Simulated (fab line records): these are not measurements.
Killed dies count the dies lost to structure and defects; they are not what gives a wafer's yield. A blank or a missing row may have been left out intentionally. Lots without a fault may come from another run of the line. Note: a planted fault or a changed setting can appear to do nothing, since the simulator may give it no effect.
fab line records | flow gf180mcu | part 1 of 2: steps 1 to 25 of 33
[record] lots = 5 | wafers = 15 | last-day = 34
route steps=602 shown V4@491 MIM@503
lots that met no fault: taken from a fault-free run of the same line
start-h: the number of hours between the record's first day and the start of the first shown wafer of the lot | wait-h: hours from the lot's prior step to this one | " same as the row above | L1.1+2: one row covering several wafers at once | - no value, or no start given | * or withheld: withheld | < > ~ a bound
route shown NAME@n: NAME is a module with steps in the file, n the number in the route of the first one | usual: mean/standard deviation of fault-free wafers | same: alike in all rows | chamber/n: place in a boat | sites: readings site by site | _std_site: how widely they spread, as a standard deviation | _edge_site: mean of outer sites minus mean of inner sites | radius-mm: for every site, how far away it sits from the centre of the wafer | mask NAME#n: copy n | behind: the tool/chamber that last shaped the wafer | hold: reason for holding the lot/hours on hold/outcome of the hold | device: the transistor (n, p or np) that didn't switch | end of line: the route-end tests of the same wafers | where a step has no rows: the recipe by itself | killed: at the first sort, the dies lost to defects and structure; wafer yield is something else | map: a wafer's dies, marking killed ones x, the rest . and places with no die _
set.NAME: the run value of the setting; set.NAME@STEP: its run value at that earlier step | model.NAME: the simulator's own value behind a step, which no gauge read
lots seen at some steps along the route; tables by step, rows by wafer
services: when a tool's chamber went out of use (start-h, in hours from the record's first day, below 0 if earlier), for how many hours, and the reason
[[steps]]
[step GF_V4_OVL_MEAS_15]
[usual] V4_OVL = -3/5.4
lot.wafer | tool       | chamber | start-h | wait-h | V4_OVL[nm]
L075.1    | overlay-01 | -       | 571.09  | 0.1    | -9
L075.2    | "          | -       | "       | "      | -9
L075.3    | "          | -       | "       | "      | -19
L082.3    | overlay-01 | -       | 632.88  | 0.1    | -3
L082.4    | "          | -       | "       | "      | -6
L082.6    | "          | -       | "       | "      | -6
L083.4    | overlay-02 | -       | 633.24  | 0.1    | -9
L083.5    | "          | -       | "       | "      | -4
L083.6    | "          | -       | "       | "      | -3
L091.1    | overlay-01 | -       | 692.60  | 0.1    | -1
L091.2    | "          | -       | "       | "      | -3
L091.3    | "          | -       | "       | "      | -4
L095.1    | overlay-02 | -       | 715.84  | 0.1    | -4
L095.3    | "          | -       | "       | "      | 1
L095.6    | "          | -       | "       | "      | -3
[step GF_V4_ETCH_16]
[recipe] chemistry = N2/H2 | target-depth-a = withheld | overetch-a = withheld | time-s = withheld | target = BARC | ion-energy-ev = 200 | source-w = 500 | bias-w = 100 | pressure-mtorr = 30 | n2-flow-sccm = 100 | h2-flow-sccm = 200
[usual] drypump-motor-current-A = 5.9/0.35 | oes-product-au = 0.855/0.0045 | throttle-valve-pct = 13.224/0.0085
lot.wafer | tool        | chamber | start-h | wait-h | drypump-motor-current-A | oes-product-au | throttle-valve-pct
L075.1    | rie-diel-02 | 3       | 571.13  | 0.0    | 5.8                     | 0.848          | 13.217
L075.2    | "           | 0       | "       | "      | 5.7                     | 0.845          | 13.212
L075.3    | "           | 2       | "       | "      | 6.4                     | 0.855          | 13.224
L082.3    | rie-diel-02 | 1       | 632.91  | 0.0    | 6.2                     | 0.851          | 13.234
L082.4    | "           | 3       | "       | "      | 5.8                     | 0.865          | 13.217
L082.6    | "           | 2       | "       | "      | 6.4                     | 0.853          | 13.217
L083.4    | rie-diel-04 | 3       | 633.26  | 0.0    | 5.7                     | 0.856          | 13.245
L083.5    | "           | 0       | "       | "      | 6.0                     | 0.855          | 13.222
L083.6    | "           | 1       | "       | "      | 5.8                     | 0.853          | 13.219
L091.1    | rie-diel-01 | 1       | 692.64  | 0.0    | 5.4                     | 0.858          | 13.234
L091.2    | "           | 3       | "       | "      | 6.2                     | 0.857          | 13.217
L091.3    | "           | 0       | "       | "      | 5.6                     | 0.858          | 13.215
L095.1    | rie-diel-01 | 3       | 715.87  | 0.0    | 6.2                     | 0.865          | 13.224
L095.3    | "           | 0       | "       | "      | 5.6                     | 0.847          | 13.223
L095.6    | "           | 0       | "       | "      | 5.6                     | 0.861          | 13.213
[step GF_V4_ETCH_17]
[recipe] chemistry = C4F8/O2/Ar | mask-material = KrF | target = SiO2 | stop-on = TiN | source-w = 1500 | bias-w = 1200 | pressure-mtorr = 40 | c4f8-flow-sccm = withheld | O2_flow_sccm = 6 | Ar_flow_sccm = 300 | time-s = withheld | target-depth-a = 6300
[usual] oes-product-au = 0.856/0.0047
lot.wafer | tool        | chamber | start-h | wait-h | oes-product-au
L075.1    | rie-diel-02 | 3       | -       | -      | 0.857
L075.2    | "           | 0       | "       | "      | 0.852
L075.3    | "           | 2       | "       | "      | 0.849
L082.3    | rie-diel-02 | 1       | -       | -      | 0.857
L082.4    | "           | 3       | "       | "      | 0.856
L082.6    | "           | 2       | "       | "      | 0.859
L083.4    | rie-diel-04 | 3       | -       | -      | 0.862
L083.5    | "           | 0       | "       | "      | 0.856
L083.6    | "           | 1       | "       | "      | 0.851
L091.1    | rie-diel-01 | 1       | -       | -      | 0.856
L091.2    | "           | 3       | "       | "      | 0.861
L091.3    | "           | 0       | "       | "      | 0.859
L095.1    | rie-diel-01 | 3       | -       | -      | 0.852
L095.3    | "           | 0       | "       | "      | 0.853
L095.6    | "           | 0       | "       | "      | 0.857
[step GF_V4_STRIP_18]
[recipe] chemistry = O2/N2 | power-w = 1400 | pressure-mtorr = 1500 | platen-temp-c = 250 | o2-flow-sccm = 3000 | n2-flow-sccm = 300 | overash-fraction = 0.5
[usual] drypump-motor-current-A = 5.8/0.68 | heater-power-w = 334/35 | oes-product-au = 0.593/0.0049
lot.wafer | tool            | chamber | start-h | wait-h | drypump-motor-current-A | heater-power-w | oes-product-au | rf-hours-counter-h
L075.1    | plasma-asher-01 | 1       | 571.26  | -      | 5.3                     | 385            | 0.597          | 15
L075.2    | "               | 0       | "       | "      | 5.3                     | 324            | 0.597          | 15
L075.3    | "               | 1       | "       | "      | 5.3                     | 401            | 0.587          | -
L082.3    | plasma-asher-04 | 1       | 633.07  | -      | 6.6                     | 358            | 0.596          | -
L082.4    | "               | 0       | "       | "      | 5.7                     | 337            | 0.593          | -
L082.6    | "               | 1       | "       | "      | 6.6                     | 358            | 0.589          | -
L083.4    | plasma-asher-02 | 0       | 633.42  | -      | 4.9                     | 311            | 0.603          | -
L083.5    | "               | 1       | "       | "      | 6.8                     | 287            | 0.591          | -
L083.6    | "               | 0       | "       | "      | 4.9                     | 311            | 0.595          | -
L091.1    | plasma-asher-04 | 1       | 692.77  | -      | 6.6                     | 344            | 0.595          | 92
L091.2    | "               | 0       | "       | "      | 5.8                     | 327            | 0.588          | 92
L091.3    | "               | 1       | "       | "      | 6.6                     | 355            | 0.597          | -
L095.1    | plasma-asher-02 | 0       | 716.00  | -      | 4.9                     | 307            | 0.594          | 64
L095.3    | "               | 1       | "       | "      | 6.8                     | 288            | 0.593          | -
L095.6    | "               | 0       | "       | "      | 4.9                     | 323            | 0.590          | -
[step GF_V4_STRIP_19]
[recipe] chemistry = post-etch-residue-remover | time-s = 1200 | temp-c = 72.5
lot.wafer  | tool         | chamber | start-h | wait-h
L075.1+2+3 | wet-bench-01 | 0       | 571.36  | 0.1
L082.3+4+6 | wet-bench-03 | 2       | 633.13  | 0.0
L083.4+5+6 | wet-bench-01 | 1       | 633.48  | 0.0
L091.1+2+3 | wet-bench-04 | 1       | 692.87  | 0.1
L095.1+3+6 | wet-bench-03 | 1       | 716.10  | 0.1
[step GF_V4_CLEAN_20]
[recipe] chemistry = DIW | dry = n2-spin
lot.wafer  | tool         | chamber | start-h | wait-h
L075.1+2+3 | wet-bench-03 | 3       | 572.04  | 0.0
L082.3+4+6 | wet-bench-04 | 2       | 633.48  | 0.0
L083.4+5+6 | wet-bench-03 | 2       | 633.83  | 0.0
L091.1+2+3 | wet-bench-03 | 0       | 693.21  | 0.0
L095.1+3+6 | wet-bench-01 | 1       | 716.45  | 0.0
[step GF_V4_SPUTTER_21]
[recipe] material = Ti | target-thk-nm = 15 | chamber-pressure-pa = 5 | power-w = 2500 | substrate-temp-c = 200 | time-s = 80.02
[usual] throttle-valve-pct = 29.3/0.9
lot.wafer | tool           | chamber | start-h | wait-h | throttle-valve-pct
L075.1    | pvd-sputter-03 | -       | 572.14  | 0.0    | 29.0
L075.2    | "              | -       | "       | "      | 28.7
L075.3    | "              | -       | "       | "      | 30.7
L082.3    | pvd-sputter-01 | -       | 633.57  | 0.0    | 30.3
L082.4    | "              | -       | "       | "      | 30.0
L082.6    | "              | -       | "       | "      | 29.9
L083.4    | pvd-sputter-03 | -       | 633.92  | 0.0    | 30.5
L083.5    | "              | -       | "       | "      | 27.2
L083.6    | "              | -       | "       | "      | 30.7
L091.1    | pvd-sputter-03 | -       | 693.31  | 0.0    | 27.1
L091.2    | "              | -       | "       | "      | 29.1
L091.3    | "              | -       | "       | "      | 30.8
L095.1    | pvd-sputter-01 | -       | 716.63  | 0.0    | 29.3
L095.3    | "              | -       | "       | "      | 29.6
L095.6    | "              | -       | "       | "      | 29.7
[step GF_V4_SPUTTER_22]
[recipe] material = TiN | target-thk-nm = 10 | chamber-pressure-pa = 5 | power-w = 4000 | time-s = 40
[usual] throttle-valve-pct = 29.3/0.9
lot.wafer | tool           | chamber | start-h | wait-h | throttle-valve-pct
L075.1    | pvd-sputter-03 | -       | 572.20  | 0.0    | 29.2
L075.2    | "              | -       | "       | "      | 28.8
L075.3    | "              | -       | "       | "      | 30.6
L082.3    | pvd-sputter-01 | -       | 633.63  | 0.0    | 30.0
L082.4    | "              | -       | "       | "      | 29.9
L082.6    | "              | -       | "       | "      | 29.9
L083.4    | pvd-sputter-03 | -       | 633.98  | 0.0    | 30.5
L083.5    | "              | -       | "       | "      | 27.3
L083.6    | "              | -       | "       | "      | 30.8
L091.1    | pvd-sputter-03 | -       | 693.37  | 0.0    | 27.3
L091.2    | "              | -       | "       | "      | 29.1
L091.3    | "              | -       | "       | "      | 31.0
L095.1    | pvd-sputter-01 | -       | 716.69  | 0.0    | 29.5
L095.3    | "              | -       | "       | "      | 29.8
L095.6    | "              | -       | "       | "      | 30.0
[step GF_V4_CVD_23]
[recipe] material = W | target-thk-nm = 350 | time-s = 104.9 | temp-c = 400 | pressure-torr = 40
[usual] heater-power-w = 879/120
lot.wafer | tool     | chamber | start-h | wait-h | heater-power-w
L075.1    | cvd-w-01 | 1       | 572.24  | 0.0    | 1057
L075.2    | "        | 0       | "       | "      | 753
L075.3    | "        | 0       | "       | "      | 746
L082.3    | cvd-w-01 | 1       | 633.71  | 0.1    | 1030
L082.4    | "        | 0       | "       | "      | 772
L082.6    | "        | 0       | "       | "      | 748
L083.4    | cvd-w-02 | 0       | 634.06  | 0.1    | 884
L083.5    | "        | 0       | "       | "      | 882
L083.6    | "        | 1       | "       | "      | 800
L091.1    | cvd-w-01 | 0       | 693.41  | 0.0    | 775
L091.2    | "        | 1       | "       | "      | 1048
L091.3    | "        | 0       | "       | "      | 759
L095.1    | cvd-w-02 | 1       | 716.73  | 0.0    | 789
L095.3    | "        | 0       | "       | "      | 859
L095.6    | "        | 0       | "       | "      | 904
[step GF_V4_RS_MEAS_24]
[recipe] thk-meas-gauge = four-point-probe | reads = W_of_V4_CVD_23+TiN_of_V4_SPUTTER_22+Ti_of_V4_SPUTTER_21
[usual] V4_W_RS = 0.327/0.0035
lot.wafer | tool          | chamber | start-h | wait-h | V4_W_RS[ohm/sq]
L075.1    | film-metro-02 | -       | 572.35  | 0.1    | 0.322
L075.2    | "             | -       | "       | "      | 0.321
L075.3    | "             | -       | "       | "      | 0.324
L082.3    | film-metro-02 | -       | 633.82  | 0.1    | 0.329
L082.4    | "             | -       | "       | "      | 0.331
L082.6    | "             | -       | "       | "      | 0.330
L083.4    | film-metro-01 | -       | 634.19  | 0.1    | 0.330
L083.5    | "             | -       | "       | "      | 0.328
L083.6    | "             | -       | "       | "      | 0.320
L091.1    | film-metro-02 | -       | 693.52  | 0.1    | 0.326
L091.2    | "             | -       | "       | "      | 0.327
L091.3    | "             | -       | "       | "      | 0.327
L095.1    | film-metro-03 | -       | 716.84  | 0.1    | 0.327
L095.3    | "             | -       | "       | "      | 0.329
L095.6    | "             | -       | "       | "      | 0.328
[step GF_V4_THK_MEAS_25]
[recipe] thk-meas-gauge = xrf | reads = W_of_V4_CVD_23
[usual] V4_W_THK = 344/5.4
lot.wafer | tool          | chamber | start-h | wait-h | V4_W_THK[nm]
L075.1    | film-metro-02 | -       | 572.47  | 0.1    | 349
L075.2    | "             | -       | "       | "      | 350
L075.3    | "             | -       | "       | "      | 347
L082.3    | film-metro-02 | -       | 633.92  | 0.1    | 336
L082.4    | "             | -       | "       | "      | 337
L082.6    | "             | -       | "       | "      | 336
L083.4    | film-metro-01 | -       | 634.28  | 0.1    | 340
L083.5    | "             | -       | "       | "      | 341
L083.6    | "             | -       | "       | "      | 349
L091.1    | film-metro-02 | -       | 693.64  | 0.1    | 349
L091.2    | "             | -       | "       | "      | 345
L091.3    | "             | -       | "       | "      | 346
L095.1    | film-metro-03 | -       | 716.96  | 0.1    | 346
L095.3    | "             | -       | "       | "      | 345
L095.6    | "             | -       | "       | "      | 347
[step GF_V4_CMP_26]
[recipe] stop-on = SiO2 | down-force-psi = 3.5 | platen-rpm = 60 | t-overpolish-s = 15 | target-thk-nm = 0 | pad-velocity-m-s = 0.94248
[usual] motor-current-A = 12.6/1.5 | overpolish-run-s = 15.001/0.0088 | retaining-ring-pressure-frac = 0.999/0.0052 | time-to-endpoint-s = 86.7/2.9
lot.wafer | tool   | chamber | start-h | wait-h | motor-current-A | overpolish-run-s | retaining-ring-pressure-frac | time-to-endpoint-s
L075.2    | cmp-02 | 1       | 572.58  | 0.1    | 12.1            | 14.993           | 0.999                        | 92.1
L075.3    | "      | 2       | "       | "      | 12.7            | 15.014           | 0.998                        | 91.6
L075.1    | "      | 3       | "       | "      | 14.0            | 15.013           | 0.997                        | 87.2
L082.4    | cmp-01 | 2       | 634.01  | 0.1    | 12.1            | 14.991           | 1.006                        | 84.5
L082.3    | "      | 0       | "       | "      | 11.7            | 14.991           | 1.001                        | 79.3
L082.6    | "      | 1       | "       | "      | 10.0            | 14.997           | 1.005                        | 84.7
L083.4    | cmp-02 | 3       | 634.41  | 0.1    | 13.9            | 15.007           | 1.000                        | 87.1
L083.6    | "      | 1       | "       | "      | 11.8            | 15.003           | 1.015                        | 94.6
L083.5    | "      | 2       | "       | "      | 12.8            | 15.006           | 0.999                        | 91.5
L091.1    | cmp-01 | 1       | 693.70  | 0.1    | 9.8             | 14.996           | 0.999                        | 91.2
L091.2    | "      | 3       | "       | "      | 10.3            | 15.010           | 0.998                        | 88.6
L091.3    | "      | 0       | "       | "      | 10.8            | 15.006           | 0.987                        | 82.7
L095.1    | cmp-02 | 1       | 717.07  | 0.1    | 12.2            | 15.003           | 1.003                        | 87.6
L095.3    | "      | 3       | "       | "      | 14.7            | 15.010           | 0.994                        | 85.3
L095.6    | "      | 1       | "       | "      | 12.0            | 14.996           | 0.997                        | 87.2
[step GF_MIM_SPUTTER_00]
[recipe] material = Ti | target-thk-nm = 37.5 | arriving-ion-energy-ev = 80 | substrate-temp-c = 200 | chamber-pressure-pa = 2 | power-w = 4000 | time-s = 150
[usual] throttle-valve-pct = 29.7/0.93
lot.wafer | tool           | chamber | start-h | wait-h | throttle-valve-pct
L075.1    | pvd-sputter-03 | -       | 572.83  | 0.1    | 28.6
L075.2    | "              | -       | "       | "      | 27.1
L075.3    | "              | -       | "       | "      | 30.7
L082.3    | pvd-sputter-02 | -       | 634.26  | 0.1    | 29.2
L082.4    | "              | -       | "       | "      | 29.8
L082.6    | "              | -       | "       | "      | 29.4
L083.4    | pvd-sputter-03 | -       | 634.61  | 0.1    | 29.3
L083.5    | "              | -       | "       | "      | 28.9
L083.6    | "              | -       | "       | "      | 29.4
L091.1    | pvd-sputter-02 | -       | 694.00  | 0.2    | 30.3
L091.2    | "              | -       | "       | "      | 29.9
L091.3    | "              | -       | "       | "      | 29.3
L095.1    | pvd-sputter-02 | -       | 717.32  | 0.2    | 30.7
L095.3    | "              | -       | "       | "      | 29.8
L095.6    | "              | -       | "       | "      | 30.0
[step GF_MIM_SPUTTER_01]
[recipe] material = TiN | target-thk-nm = 30 | power-w = 6500 | time-s = 25 | chamber-pressure-pa = 0.4
[usual] throttle-valve-pct = 29.7/0.92
lot.wafer | tool           | chamber | start-h | wait-h | throttle-valve-pct
L075.1    | pvd-sputter-03 | -       | 572.93  | 0.1    | 29.1
L075.2    | "              | -       | "       | "      | 27.2
L075.3    | "              | -       | "       | "      | 30.7
L082.3    | pvd-sputter-02 | -       | 634.36  | 0.1    | 29.4
L082.4    | "              | -       | "       | "      | 29.8
L082.6    | "              | -       | "       | "      | 29.3
L083.4    | pvd-sputter-03 | -       | 634.71  | 0.1    | 29.3
L083.5    | "              | -       | "       | "      | 28.8
L083.6    | "              | -       | "       | "      | 29.3
L091.1    | pvd-sputter-02 | -       | 694.10  | 0.1    | 30.1
L091.2    | "              | -       | "       | "      | 30.0
L091.3    | "              | -       | "       | "      | 29.5
L095.1    | pvd-sputter-02 | -       | 717.42  | 0.1    | 30.8
L095.3    | "              | -       | "       | "      | 29.9
L095.6    | "              | -       | "       | "      | 30.2
[step GF_MIM_SPUTTER_02]
[recipe] material = AlCu | target-thk-nm = 450 | power-w = 10600 | time-s = 23.9 | chamber-pressure-pa = 0.4
[usual] throttle-valve-pct = 29.7/0.95
lot.wafer | tool           | chamber | start-h | wait-h | throttle-valve-pct
L075.1    | pvd-sputter-03 | -       | 572.96  | 0.0    | 29.0
L075.2    | "              | -       | "       | "      | 27.4
L075.3    | "              | -       | "       | "      | 30.8
L082.3    | pvd-sputter-02 | -       | 634.39  | 0.0    | 29.3
L082.4    | "              | -       | "       | "      | 29.8
L082.6    | "              | -       | "       | "      | 29.2
L083.4    | pvd-sputter-03 | -       | 634.74  | 0.0    | 28.9
L083.5    | "              | -       | "       | "      | 28.9
L083.6    | "              | -       | "       | "      | 29.3
L091.1    | pvd-sputter-02 | -       | 694.13  | 0.0    | 29.8
L091.2    | "              | -       | "       | "      | 29.6
L091.3    | "              | -       | "       | "      | 29.6
L095.1    | pvd-sputter-02 | -       | 717.45  | 0.0    | 30.7
L095.3    | "              | -       | "       | "      | 29.7
L095.6    | "              | -       | "       | "      | 30.1
[step GF_MIM_SPUTTER_03]
[recipe] material = Ti | target-thk-nm = 10 | substrate-temp-c = 300 | chamber-pressure-pa = 0.3 | power-w = 3000 | time-s = 6.7
[usual] throttle-valve-pct = 29.7/0.95
lot.wafer | tool           | chamber | start-h | wait-h | throttle-valve-pct
L075.1    | pvd-sputter-03 | -       | 572.99  | 0.0    | 28.7
L075.2    | "              | -       | "       | "      | 27.1
L075.3    | "              | -       | "       | "      | 30.8
L082.3    | pvd-sputter-02 | -       | 634.42  | 0.0    | 29.4
L082.4    | "              | -       | "       | "      | 30.0
L082.6    | "              | -       | "       | "      | 29.1
L083.4    | pvd-sputter-03 | -       | 634.77  | 0.0    | 29.2
L083.5    | "              | -       | "       | "      | 29.1
L083.6    | "              | -       | "       | "      | 29.3
L091.1    | pvd-sputter-02 | -       | 694.16  | 0.0    | 30.0
L091.2    | "              | -       | "       | "      | 29.9
L091.3    | "              | -       | "       | "      | 29.3
L095.1    | pvd-sputter-02 | -       | 717.48  | 0.0    | 30.6
L095.3    | "              | -       | "       | "      | 30.0
L095.6    | "              | -       | "       | "      | 30.2
[step GF_MIM_SPUTTER_04]
[recipe] material = TiN | target-thk-nm = 50 | power-w = 6500 | time-s = 43.03 | chamber-pressure-pa = 0.4
[usual] throttle-valve-pct = 29.7/0.91
lot.wafer | tool           | chamber | start-h | wait-h | throttle-valve-pct
L075.1    | pvd-sputter-03 | -       | 573.01  | 0.0    | 29.0
L075.2    | "              | -       | "       | "      | 27.4
L075.3    | "              | -       | "       | "      | 30.9
L082.3    | pvd-sputter-02 | -       | 634.44  | 0.0    | 29.4
L082.4    | "              | -       | "       | "      | 29.9
L082.6    | "              | -       | "       | "      | 29.1
L083.4    | pvd-sputter-03 | -       | 634.79  | 0.0    | 29.3
L083.5    | "              | -       | "       | "      | 29.0
L083.6    | "              | -       | "       | "      | 29.2
L091.1    | pvd-sputter-02 | -       | 694.18  | 0.0    | 30.0
L091.2    | "              | -       | "       | "      | 29.8
L091.3    | "              | -       | "       | "      | 29.2
L095.1    | pvd-sputter-02 | -       | 717.50  | 0.0    | 30.6
L095.3    | "              | -       | "       | "      | 29.8
L095.6    | "              | -       | "       | "      | 29.6
[step GF_MIM_CVD_05]
[recipe] material = Si3N4 | target-thk-nm = 42 | temp-max-c = 400 | temp-c = 385 | time-s = 29.086 | rf-w = 450
[usual] heater-power-w = 647/110
lot.wafer | tool     | chamber | start-h | wait-h | heater-power-w
L075.1    | pecvd-01 | 2       | 573.05  | 0.0    | 636
L075.2    | "        | 1       | "       | "      | 531
L075.3    | "        | 0       | "       | "      | 772
L082.3    | pecvd-01 | 1       | 634.48  | 0.0    | 508
L082.4    | "        | 1       | "       | "      | 512
L082.6    | "        | 0       | "       | "      | 628
L083.4    | pecvd-04 | 2       | 634.85  | 0.0    | 895
L083.5    | "        | 1       | "       | "      | 562
L083.6    | "        | 0       | "       | "      | 498
L091.1    | pecvd-03 | 0       | 694.22  | 0.0    | 703
L091.2    | "        | 1       | "       | "      | 702
L091.3    | "        | 2       | "       | "      | 638
L095.1    | pecvd-03 | 1       | 717.54  | 0.0    | 696
L095.3    | "        | 0       | "       | "      | 691
L095.6    | "        | 0       | "       | "      | 726
[step GF_MIM_THK_MEAS_06]
[recipe] reads = Si3N4_of_MIM_CVD_05
[usual] MIM_CVD_05_THK = 41.9/0.51
lot.wafer | tool          | chamber | start-h | wait-h | MIM_CVD_05_THK[nm]
L075.1    | film-metro-03 | -       | 573.08  | 0.0    | 41.5
L075.2    | "             | -       | "       | "      | 41.9
L075.3    | "             | -       | "       | "      | 40.7
L082.3    | film-metro-04 | -       | 634.53  | 0.0    | 41.5
L082.4    | "             | -       | "       | "      | 42.6
L082.6    | "             | -       | "       | "      | 42.4
L083.4    | film-metro-04 | -       | 634.89  | 0.0    | 42.3
L083.5    | "             | -       | "       | "      | 43.3
L083.6    | "             | -       | "       | "      | 42.2
L091.1    | film-metro-04 | -       | 694.26  | 0.0    | 41.3
L091.2    | "             | -       | "       | "      | 42.1
L091.3    | "             | -       | "       | "      | 41.9
L095.1    | film-metro-03 | -       | 717.57  | 0.0    | 41.8
L095.3    | "             | -       | "       | "      | 41.0
L095.6    | "             | -       | "       | "      | 42.2
[step GF_MIM_SPUTTER_07]
[recipe] material = TiN | target-thk-nm = 60 | power-w = 6500 | time-s = 50 | chamber-pressure-pa = 0.4
[usual] throttle-valve-pct = 29.5/1
lot.wafer | tool           | chamber | start-h | wait-h | throttle-valve-pct
L075.1    | pvd-sputter-02 | -       | 573.14  | 0.1    | 30.6
L075.2    | "              | -       | "       | "      | 30.1
L075.3    | "              | -       | "       | "      | 30.1
L082.3    | pvd-sputter-01 | -       | 634.57  | 0.0    | 29.9
L082.4    | "              | -       | "       | "      | 30.4
L082.6    | "              | -       | "       | "      | 29.5
L083.4    | pvd-sputter-02 | -       | 634.92  | 0.0    | 30.2
L083.5    | "              | -       | "       | "      | 29.4
L083.6    | "              | -       | "       | "      | 29.7
L091.1    | pvd-sputter-03 | -       | 694.32  | 0.1    | 30.6
L091.2    | "              | -       | "       | "      | 29.2
L091.3    | "              | -       | "       | "      | 27.3
L095.1    | pvd-sputter-03 | -       | 717.63  | 0.1    | 27.1
L095.3    | "              | -       | "       | "      | 30.8
L095.6    | "              | -       | "       | "      | 29.5
[step GF_MIM_SPUTTER_08]
[recipe] material = AlCu | target-thk-nm = 200 | power-w = 10600 | time-s = 10.6 | chamber-pressure-pa = 0.4
[usual] throttle-valve-pct = 29.5/1
lot.wafer | tool           | chamber | start-h | wait-h | throttle-valve-pct
L075.1    | pvd-sputter-02 | -       | 573.19  | 0.0    | 30.8
L075.2    | "              | -       | "       | "      | 29.9
L075.3    | "              | -       | "       | "      | 29.9
L082.3    | pvd-sputter-01 | -       | 634.62  | 0.0    | 29.9
L082.4    | "              | -       | "       | "      | 30.1
L082.6    | "              | -       | "       | "      | 29.4
L083.4    | pvd-sputter-02 | -       | 634.97  | 0.0    | 30.0
L083.5    | "              | -       | "       | "      | 29.1
L083.6    | "              | -       | "       | "      | 30.1
L091.1    | pvd-sputter-03 | -       | 694.36  | 0.0    | 30.9
L091.2    | "              | -       | "       | "      | 29.3
L091.3    | "              | -       | "       | "      | 27.4
L095.1    | pvd-sputter-03 | -       | 717.68  | 0.0    | 27.2
L095.3    | "              | -       | "       | "      | 30.7
L095.6    | "              | -       | "       | "      | 28.8
[step GF_MIM_SPUTTER_09]
[recipe] material = TiN | target-thk-nm = 35 | power-w = 6500 | time-s = 29.2 | chamber-pressure-pa = 0.3839
[usual] throttle-valve-pct = 29.4/1
lot.wafer | tool           | chamber | start-h | wait-h | throttle-valve-pct
L075.1    | pvd-sputter-02 | -       | 573.21  | 0.0    | 30.8
L075.2    | "              | -       | "       | "      | 29.8
L075.3    | "              | -       | "       | "      | 30.1
L082.3    | pvd-sputter-01 | -       | 634.64  | 0.0    | 29.8
L082.4    | "              | -       | "       | "      | 30.2
L082.6    | "              | -       | "       | "      | 29.6
L083.4    | pvd-sputter-02 | -       | 634.99  | 0.0    | 30.2
L083.5    | "              | -       | "       | "      | 29.5
L083.6    | "              | -       | "       | "      | 29.8
L091.1    | pvd-sputter-03 | -       | 694.38  | 0.0    | 30.9
L091.2    | "              | -       | "       | "      | 29.1
L091.3    | "              | -       | "       | "      | 27.2
L095.1    | pvd-sputter-03 | -       | 717.70  | 0.0    | 27.2
L095.3    | "              | -       | "       | "      | 30.7
L095.6    | "              | -       | "       | "      | 29.2
[step GF_MIM_RS_MEAS_10]
[recipe] thk-meas-gauge = four-point-probe | reads = TiN_of_MIM_SPUTTER_09+AlCu_of_MIM_SPUTTER_08+TiN_of_MIM_SPUTTER_07
[usual] MIM_ALCU_RS = 0.1598/0.0021
lot.wafer | tool          | chamber | start-h | wait-h | MIM_ALCU_RS[ohm/sq]
L075.1    | film-metro-04 | -       | 573.24  | 0.0    | 0.1619
L075.2    | "             | -       | "       | "      | 0.1647
L075.3    | "             | -       | "       | "      | 0.1635
L082.3    | film-metro-02 | -       | 634.71  | 0.1    | 0.1613
L082.4    | "             | -       | "       | "      | 0.1616
L082.6    | "             | -       | "       | "      | 0.1610
L083.4    | film-metro-02 | -       | 635.08  | 0.1    | 0.1620
L083.5    | "             | -       | "       | "      | 0.1635
L083.6    | "             | -       | "       | "      | 0.1629
L091.1    | film-metro-03 | -       | 694.42  | 0.0    | 0.1561
L091.2    | "             | -       | "       | "      | 0.1583
L091.3    | "             | -       | "       | "      | 0.1589
L095.1    | film-metro-02 | -       | 717.73  | 0.0    | 0.1597
L095.3    | "             | -       | "       | "      | 0.1567
L095.6    | "             | -       | "       | "      | 0.1582
[step GF_MIM_THK_MEAS_11]
[recipe] thk-meas-gauge = xrf | reads = AlCu_of_MIM_SPUTTER_08
[usual] MIM_ALCU_THK = 199.2/2.5
lot.wafer | tool          | chamber | start-h | wait-h | MIM_ALCU_THK[nm]
L075.1    | film-metro-04 | -       | 573.36  | 0.1    | 194.9
L075.2    | "             | -       | "       | "      | 193.9
L075.3    | "             | -       | "       | "      | 194.3
L082.3    | film-metro-02 | -       | 634.81  | 0.1    | 198.2
L082.4    | "             | -       | "       | "      | 199.4
L082.6    | "             | -       | "       | "      | 199.7
L083.4    | film-metro-02 | -       | 635.17  | 0.1    | 197.3
L083.5    | "             | -       | "       | "      | 196.4
L083.6    | "             | -       | "       | "      | 196.6
L091.1    | film-metro-03 | -       | 694.54  | 0.1    | 202.0
L091.2    | "             | -       | "       | "      | 199.9
L091.3    | "             | -       | "       | "      | 200.0
L095.1    | film-metro-02 | -       | 717.85  | 0.1    | 200.6
L095.3    | "             | -       | "       | "      | 202.8
L095.6    | "             | -       | "       | "      | 201.8
[step GF_MIM_DEHYDRATE_12]
[recipe] temp-c = 200 | time-s = 60
[usual] chill-plate-temp-C = 23.01/0.096
lot.wafer | tool           | chamber | start-h | wait-h | chill-plate-temp-C
L075.1    | litho-track-02 | 0       | 583.28  | 9.9    | 22.83
L075.2    | "              | 0       | "       | "      | 22.97
L075.3    | "              | 0       | "       | "      | 22.97
L082.3    | litho-track-02 | 0       | 643.78  | 9.0    | 23.03
L082.4    | "              | 0       | "       | "      | 23.06
L082.6    | "              | 0       | "       | "      | 22.85
L083.4    | litho-track-01 | 0       | 644.49  | 9.3    | 22.97
L083.5    | "              | 0       | "       | "      | 22.96
L083.6    | "              | 0       | "       | "      | 22.86
L091.1    | litho-track-02 | 0       | 703.33  | 8.8    | 23.21
L091.2    | "              | 0       | "       | "      | 23.14
L091.3    | "              | 0       | "       | "      | 23.09
L095.1    | litho-track-04 | 0       | 726.18  | 8.3    | 23.06
L095.3    | "              | 0       | "       | "      | 22.91
L095.6    | "              | 0       | "       | "      | 23.03
